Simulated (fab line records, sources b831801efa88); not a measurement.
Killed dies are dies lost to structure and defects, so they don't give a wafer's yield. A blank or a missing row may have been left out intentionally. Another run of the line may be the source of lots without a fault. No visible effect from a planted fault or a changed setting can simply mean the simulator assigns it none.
A struck lot beside a sound one    flow gf180mcu    16 out of 602 route steps
Sound: the wafers L189.2, L189.3, L189.6. Wafers struck: L192.1, L192.3, L192.6. The cause is named last.
Each step with rows lists, per side, the tool, then ch with its chambers, then its first start. Under that, the readings that differ: sound wafers    struck wafers    difference of the means    sigmas: that difference in standard deviations of wafers without a fault.
alike: words and numbers the same on both sides, and readings whose means are apart by under 2 such deviations; not compared: readings that were withheld, readings missing a value for some wafer, numbers with overlapping values and no deviation given by the record, and bounds like >300 which may hide the same value.
The two part at a step that has a row with sigmas, a row that says differs or no value, or rows on one side only. Numbers that don't overlap but have no deviation are shown without sigmas and don't part them. Lack of a reading on every wafer of one side parts them only where that side has two or more wafers.

first, 3 steps without rows for these wafers: GF_NWELL_EXPOSE_04 (exposes mask Nwell, target cd 860 nm); GF_NWELL_PEB_05; GF_NWELL_DEVELOP_06 (develop time 60 s).
GF_NWELL_OVL_MEAS_07:
  sound on overlay-02 at day 4 11:11; struck on overlay-01 at day 5 02:02
  alike: NWELL_OVL
then, 2 steps without rows for these wafers: GF_NWELL_IMPLANT_08; GF_NWELL_IMPLANT_09.
GF_NWELL_STRIP_10: strips in O2/N2.
  sound on plasma_asher-02 ch 0,1, day 4 11:31; struck on plasma_asher-04 ch 0,1, day 5 02:22
  alike: drypump_motor_current_A, heater_power_w, oes_product_au, strip_time_to_endpoint_s
  not compared: rf_hours_counter_h
GF_NWELL_TW_MEAS_11:
  sound on film_metro-03 at day 4 11:38; struck on film_metro-02 at day 5 02:28
reading   sound           struck          difference  sigmas
NWELL_TW  1541 1544 1547  1589 1591 1581  +43         +3
then, 4 steps without rows for these wafers: GF_LVPWELL_DEHYDRATE_00 (time 60 s); GF_LVPWELL_HMDS_01 (prime time 60 s); GF_LVPWELL_COAT_02 (resist thk 3000 nm); GF_LVPWELL_SOFTBAKE_03.
GF_LVPWELL_EXPOSE_04: exposes mask LVPWELL, target cd 600 nm.
  sound on iline_stepper-02 ch 0, day 4 18:26; struck on iline_stepper-02 ch 0, day 5 09:45
reading                          sound                    struck             difference  sigmas
model.LVPWELL.overlay_x_nm (nm)  -0.9695 -0.9695 -0.9695  127.7 127.7 127.7  +128.7      
  alike: mask
then, 2 steps without rows for these wafers: GF_LVPWELL_PEB_05; GF_LVPWELL_DEVELOP_06 (develop time 60 s).
GF_LVPWELL_OVL_MEAS_07:
  sound on overlay-02 at day 5 00:47; struck on overlay-02 at day 5 17:10
reading           sound         struck             difference  sigmas
LVPWELL_OVL (nm)  2.7 -0.8 0.2  126.4 127.2 125.9  +125.8      +99 or more
  not compared: hold

WHERE THEY PART
First at GF_NWELL_TW_MEAS_11; last, within this record, at GF_LVPWELL_OVL_MEAS_07.

WHY: what had been put in by the simulator
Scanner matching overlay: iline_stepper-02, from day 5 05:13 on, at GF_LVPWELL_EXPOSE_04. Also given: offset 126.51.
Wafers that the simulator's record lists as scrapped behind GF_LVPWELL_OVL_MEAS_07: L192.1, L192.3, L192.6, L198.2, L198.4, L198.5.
